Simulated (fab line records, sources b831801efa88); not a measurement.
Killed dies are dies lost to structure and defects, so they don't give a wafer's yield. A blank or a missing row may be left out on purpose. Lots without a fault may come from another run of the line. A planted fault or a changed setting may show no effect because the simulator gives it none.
Which tool did it? | flow sky130 | 15 lots, 45 wafers sampled, at 5 steps of a route of 708

WHAT THE GAUGES READ, wafer by wafer
SKY_VIA1_BOW_MEAS_03.
lot  | measured     | on            | VIA1_BOW (um)
L659 | day 33 03:46 | film_metro-03 | 80 81 85
L661 | day 33 18:40 | film_metro-03 | 86 86 99
L662 | day 34 09:43 | film_metro-04 | 73 85 69
L663 | day 35 06:33 | film_metro-03 | 85 77 80
L666 | day 35 09:00 | film_metro-01 | 77 83 78
L667 | day 36 04:28 | film_metro-04 | 76 91 82
L668 | day 36 08:28 | film_metro-03 | 74 83 96
L670 | day 36 14:02 | film_metro-04 | 79 81 85
L672 | day 37 09:35 | film_metro-01 | 80 76 72
L677 | day 38 23:37 | film_metro-04 | 79 78 63
L678 | day 39 05:16 | film_metro-04 | 72 100 81
L679 | day 39 14:38 | film_metro-03 | 81 89 70
L681 | day 39 21:34 | film_metro-03 | 75 83 76
L680 | day 40 03:25 | film_metro-01 | 80 79 72
L682 | day 40 17:07 | film_metro-01 | 85 89 93

SKY_VIA1_CD_MEAS_12: target cd 150 nm.
lot  | measured     | on        | cd_nm (nm)
L659 | day 34 07:23 | cd_sem-02 | 148.9 149.0 146.6
L661 | day 34 21:34 | cd_sem-01 | 149.9 151.2 150.0
L662 | day 35 12:23 | cd_sem-01 | 149.6 148.7 148.6
L663 | day 36 09:11 | cd_sem-01 | 150.2 152.6 151.1
L666 | day 36 11:37 | cd_sem-01 | 150.0 151.4 151.3
L667 | day 37 07:18 | cd_sem-02 | 125.0 124.0 150.7
L668 | day 37 10:36 | cd_sem-01 | 123.7 152.4 124.9
L670 | day 37 16:20 | cd_sem-01 | 122.7 151.3 150.2
L672 | day 38 11:34 | cd_sem-02 | 152.1 152.8 152.1
L677 | day 40 00:59 | cd_sem-01 | 153.3 153.6 154.8
L678 | day 40 06:00 | cd_sem-02 | 149.0 150.9 150.3
L679 | day 40 15:21 | cd_sem-01 | 151.5 151.3 150.8
L681 | day 40 22:20 | cd_sem-02 | 151.9 153.4 150.8
L680 | day 41 03:42 | cd_sem-02 | 148.9 148.2 146.3
L682 | day 41 17:14 | cd_sem-01 | 149.5 150.9 151.3

WHICH TOOL RAN EACH LOT (tool, then ch and the chambers of the sampled wafers, then the start)
lot  | SKY_CONTACT_ETCH_17                | SKY_CONTACT_STRIP_19                 | SKY_VIA1_EXPOSE_09
L659 | rie_diel-01 ch 1,2,3, day 31 20:13 | plasma_asher-02 ch 0,1, day 31 20:18 | krf_scanner-01 ch 0, day 33 17:53
L661 | rie_diel-01 ch 2,3, day 32 12:00   | plasma_asher-02 ch 1, day 32 12:05   | krf_scanner-01 ch 0, day 34 08:20
L662 | rie_diel-03 ch 0,1,3, day 33 03:57 | plasma_asher-01 ch 0,1, day 33 04:02 | krf_scanner-02 ch 0, day 34 23:32
L663 | rie_diel-02 ch 0,2,3, day 34 00:41 | plasma_asher-02 ch 1, day 34 00:47   | krf_scanner-02 ch 0, day 35 20:14
L666 | rie_diel-01 ch 0,1,2, day 34 03:01 | plasma_asher-01 ch 0,1, day 34 03:06 | krf_scanner-01 ch 0, day 35 22:46
L667 | rie_diel-01 ch 1,2, day 34 22:04   | plasma_asher-02 ch 0,1, day 34 22:09 | krf_scanner-01 ch 0, day 36 18:16
L668 | rie_diel-01 ch 1,2, day 35 02:23   | plasma_asher-03 ch 0,1, day 35 02:29 | krf_scanner-01 ch 0, day 36 21:53
L670 | rie_diel-03 ch 0,3, day 35 09:21   | plasma_asher-02 ch 0, day 35 09:26   | krf_scanner-01 ch 0, day 37 03:29
L672 | rie_diel-02 ch 2,3, day 36 04:22   | plasma_asher-02 ch 0,1, day 36 04:29 | krf_scanner-02 ch 0, day 37 22:53
L677 | rie_diel-02 ch 1,2, day 37 18:56   | plasma_asher-02 ch 0,1, day 37 19:04 | krf_scanner-01 ch 0, day 39 12:23
L678 | rie_diel-01 ch 1,2,3, day 38 00:13 | plasma_asher-02 ch 0,1, day 38 00:18 | krf_scanner-01 ch 0, day 39 17:49
L679 | rie_diel-03 ch 1,2, day 38 10:10   | plasma_asher-02 ch 0,1, day 38 10:15 | krf_scanner-01 ch 0, day 40 03:16
L681 | rie_diel-02 ch 1,2,3, day 38 17:24 | plasma_asher-01 ch 0,1, day 38 17:29 | krf_scanner-01 ch 0, day 40 09:58
L680 | rie_diel-02 ch 0,1,3, day 38 23:39 | plasma_asher-01 ch 0,1, day 38 23:44 | krf_scanner-01 ch 0, day 40 15:56
L682 | rie_diel-01 ch 0,1, day 39 13:15   | plasma_asher-01 ch 0,1, day 39 13:20 | krf_scanner-02 ch 0, day 41 05:32
- SKY_CONTACT_ETCH_17: etches SiO2 in C4F8/O2/Ar, stops on Si3N4, target depth 340 nm.
- SKY_CONTACT_STRIP_19: strips in O2/N2.
- SKY_VIA1_EXPOSE_09: exposes mask VIM, target cd 150 nm.

WHAT THE TOOLS THEMSELVES READ (means of the sampled wafers that have a number; where no wafer has one, the mark that the record gives instead)
SKY_CONTACT_ETCH_17.
lot  | tool        | bias_w (W) | oes_product_au (a.u.)
L659 | rie_diel-01 | 1199       | 0.886
L661 | rie_diel-01 | 1198       | 0.891
L662 | rie_diel-03 | 1200       | 0.889
L663 | rie_diel-02 | 1204       | 0.889
L666 | rie_diel-01 | 1193       | 0.890
L667 | rie_diel-01 | 1203       | 0.889
L668 | rie_diel-01 | 1201       | 0.893
L670 | rie_diel-03 | 1196       | 0.892
L672 | rie_diel-02 | 1199       | 0.890
L677 | rie_diel-02 | 1203       | 0.891
L678 | rie_diel-01 | 1196       | 0.886
L679 | rie_diel-03 | 1203       | 0.889
L681 | rie_diel-02 | 1203       | 0.892
L680 | rie_diel-02 | 1200       | 0.894
L682 | rie_diel-01 | 1201       | 0.891

SKY_CONTACT_STRIP_19.
lot  | tool            | drypump_motor_current_A (A) | oes_product_au (a.u.) | strip_time_to_endpoint_s (s)
L659 | plasma_asher-02 | 6.0                         | 0.373                 | 3.60
L661 | plasma_asher-02 | 5.2                         | 0.382                 | 3.59
L662 | plasma_asher-01 | 6.1                         | 0.381                 | 3.64
L663 | plasma_asher-02 | 5.2                         | 0.378                 | 3.53
L666 | plasma_asher-01 | 6.0                         | 0.381                 | 3.63
L667 | plasma_asher-02 | 6.0                         | 0.384                 | 3.62
L668 | plasma_asher-03 | 6.0                         | 0.378                 | 3.65
L670 | plasma_asher-02 | 6.4                         | 0.380                 | 3.62
L672 | plasma_asher-02 | 5.6                         | 0.377                 | 3.54
L677 | plasma_asher-02 | 5.6                         | 0.378                 | 3.57
L678 | plasma_asher-02 | 5.6                         | 0.380                 | 3.62
L679 | plasma_asher-02 | 5.6                         | 0.385                 | 3.63
L681 | plasma_asher-01 | 6.1                         | 0.377                 | 3.59
L680 | plasma_asher-01 | 6.0                         | 0.381                 | 3.58
L682 | plasma_asher-01 | 6.1                         | 0.380                 | 3.63

SKY_VIA1_EXPOSE_09.
lot  | tool           | focus_offset_nm (nm)
L659 | krf_scanner-01 | 0.1
L661 | krf_scanner-01 | 0.3
L662 | krf_scanner-02 | -0.4
L663 | krf_scanner-02 | -0.3
L666 | krf_scanner-01 | -0.3
L667 | krf_scanner-01 | -0.1
L668 | krf_scanner-01 | 0.2
L670 | krf_scanner-01 | 0.4
L672 | krf_scanner-02 | 0.5
L677 | krf_scanner-01 | 0.2
L678 | krf_scanner-01 | -0.4
L679 | krf_scanner-01 | -0.0
L681 | krf_scanner-01 | -0.2
L680 | krf_scanner-01 | 0.7
L682 | krf_scanner-02 | -0.1

THE ANSWER, worked out from the rows above alone
Rule: what is usual is taken from the lots themselves. Put in order of their means at a reading, lots are off if they are a third of the lots or fewer, leave a main group of 4 or more, and stand apart from it by a gap of 3 or more times the standard deviation of the main group's means; of several such gaps the widest counts. A main group whose means are all the same, to the digits that the tables above print for the reading, isn't used. A lot without any number at a reading at which 4 lots or more have one is off too. The other lots that the step has rows for count as sound. The gauges are gone through in route order, then the tools' own readings, and for those a lot's mean is taken as printed above. The first step at which some lot is off is used, and at that step the reading that is off furthest; a lot without a number counts as furthest.
Off: L667, L668, L670, at SKY_VIA1_CD_MEAS_12 (cd_nm). The main group: mean 150.6 nm, standard deviation 1.7.
A tool fits if, at a process step before that reading, it ran every lot that is off, and no sound lot after the first of them. The gauges at SKY_VIA1_CD_MEAS_12 are tried like those tools. None of those tried fits.

WHAT THE SIMULATOR HAD PUT IN
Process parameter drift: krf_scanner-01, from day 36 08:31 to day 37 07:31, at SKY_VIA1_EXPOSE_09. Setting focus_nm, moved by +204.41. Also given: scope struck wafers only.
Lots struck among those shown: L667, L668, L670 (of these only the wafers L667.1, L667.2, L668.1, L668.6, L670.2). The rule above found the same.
